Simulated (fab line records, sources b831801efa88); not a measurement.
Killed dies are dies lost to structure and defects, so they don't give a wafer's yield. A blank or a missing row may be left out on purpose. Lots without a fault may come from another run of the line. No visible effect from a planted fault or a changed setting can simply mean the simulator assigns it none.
Split-lot experiment + flow sky130 + 23 wafers read across 5 lots, on a route 708 steps long

THE SPLIT ITSELF
At SKY_VT_ADJUST_LVTN_COAT_13 (resist thk 1140 nm), the setting resistThkNm was moved away from the recipe's 1140 nm on 6 of the 23 wafers read, by -2.0% to +3.2%. This setting was run at the recipe's value on the other wafers.

The reading comes from the split's own step.

THE READING
NOVOLAK_of_VT_ADJUST_LVTN_COAT_13.thkNm (the simulator's own value, which no gauge read), in nm, at SKY_VT_ADJUST_LVTN_COAT_13 (resist thk 1140 nm). The file gives no usual value for it. The 17 wafers here that ran the recipe average 1138 nm, standard deviation 2.9 nm.

| wafer  | tool, chamber at the split | resistThkNm as run, nm | against the recipe | NOVOLAK_of_VT_ADJUST_LVTN_COAT_13.thkNm, nm | against lot-mates on the recipe |
|--------|----------------------------|------------------------|--------------------|---------------------------------------------|---------------------------------|
| L075.1 | lithoTrack-03, 0           | 1140                   | recipe             | 1142                                        | -                               |
| L075.2 | lithoTrack-03, 0           | 1176                   | +3.2%              | 1176                                        | +36                             |
| L075.3 | lithoTrack-03, 0           | 1140                   | recipe             | 1139                                        | -                               |
| L075.4 | lithoTrack-03, 0           | 1176                   | +3.2%              | 1180                                        | +40                             |
| L075.5 | lithoTrack-03, 0           | 1140                   | recipe             | 1140                                        | -                               |
| L078.2 | lithoTrack-01, 0           | 1140                   | recipe             | 1136                                        | -                               |
| L078.3 | lithoTrack-01, 0           | 1140                   | recipe             | 1137                                        | -                               |
| L078.4 | lithoTrack-01, 0           | 1140                   | recipe             | 1137                                        | -                               |
| L078.5 | lithoTrack-01, 0           | 1117                   | -2.0%              | 1110                                        | -27                             |
| L078.6 | lithoTrack-01, 0           | 1117                   | -2.0%              | 1113                                        | -24                             |
| L079.2 | lithoTrack-01, 0           | 1165                   | +2.2%              | 1164                                        | +28                             |
| L079.3 | lithoTrack-01, 0           | 1165                   | +2.2%              | 1158                                        | +22                             |
| L079.4 | lithoTrack-01, 0           | 1140                   | recipe             | 1134                                        | -                               |
| L079.5 | lithoTrack-01, 0           | 1140                   | recipe             | 1135                                        | -                               |
| L079.6 | lithoTrack-01, 0           | 1140                   | recipe             | 1140                                        | -                               |
| L080.2 | lithoTrack-04, 0           | 1140                   | recipe             | 1138                                        | -                               |
| L080.3 | lithoTrack-04, 0           | 1140                   | recipe             | 1137                                        | -                               |
| L080.4 | lithoTrack-04, 0           | 1140                   | recipe             | 1137                                        | -                               |
| L080.5 | lithoTrack-04, 0           | 1140                   | recipe             | 1136                                        | -                               |
| L080.6 | lithoTrack-04, 0           | 1140                   | recipe             | 1136                                        | -                               |
| L084.1 | lithoTrack-03, 0           | 1140                   | recipe             | 1142                                        | -                               |
| L084.6 | lithoTrack-03, 0           | 1140                   | recipe             | 1142                                        | -                               |
| L084.3 | lithoTrack-03, 0           | 1140                   | recipe             | 1145                                        | -                               |

THE FIT
A straight line over all 23 wafers: NOVOLAK_of_VT_ADJUST_LVTN_COAT_13.thkNm changes by +12.2 nm for each +1% of resistThkNm; r = +0.98; the points scatter about the line by 3.2 nm.
The same after taking each lot's own level away (the mean of its wafers on the recipe; 23 wafers): +11.9 nm for each +1%; r = +0.99; scatter 1.8 nm.
The reading moves by 38 nm for the largest change in resistThkNm, on that fit.
From 1136.3 to 1143.0 nm: that is the span of the lots' own levels, equal to 2.3 times the standard deviation above.
Consequently the slope shifts little with the lot-to-lot level, the two slopes agreeing.
Check: with one of the wafers moved furthest among these (+3.2%) left out of the fit, the line predicts +38 nm for it against its lot-mates. Against them it came out at +35.7 nm.

THESE WAFERS: OTHER SPLITS
Note: prior to the reading, these wafers also went through further splits. Each is held against what the fit with the lots' levels taken away leaves over:
| other split on the same wafers | wafers away from the commonest value | r with NOVOLAK_of_VT_ADJUST_LVTN_COAT_13.thkNm (lot level and that fit taken away) |
|--------------------------------|--------------------------------------|------------------------------------------------------------------------------------|
| SKY_FIELD_ISO_EXPOSE_10 doseMj | 8                                    | +0.24                                                                              |
| SKY_NWELL_OXIDATION_01 oxTimeS | 18                                   | -0.04                                                                              |
| SKY_PWDE_COAT_02 resistThkNm   | 10                                   | +0.04                                                                              |
| SKY_PWDE_DEVELOP_06 devTempC   | 8                                    | +0.35                                                                              |

THE WHOLE CHAIN: every reading that the file lists as answering this split, in the file's order
| step                        | what it does       | reading                                                                                  | change (the file's fit)              | r (the file's) |
|-----------------------------|--------------------|------------------------------------------------------------------------------------------|--------------------------------------|----------------|
| SKY_VT_ADJUST_LVTN_COAT_13  | resist thk 1140 nm | NOVOLAK_of_VT_ADJUST_LVTN_COAT_13.thkNm (the simulator's own value, which no gauge read) | +11.9 nm for each +1% of the setting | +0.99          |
| SKY_VT_ADJUST_LVTN_STRIP_20 | strips in O2/N2    | stripTimeToEndpointS                                                                     | withheld for each +1% of the setting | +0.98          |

FILE'S OWN FIT
NOVOLAK_of_VT_ADJUST_LVTN_COAT_13.thkNm changes by +11.9 nm for each +1% of resistThkNm, r = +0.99.
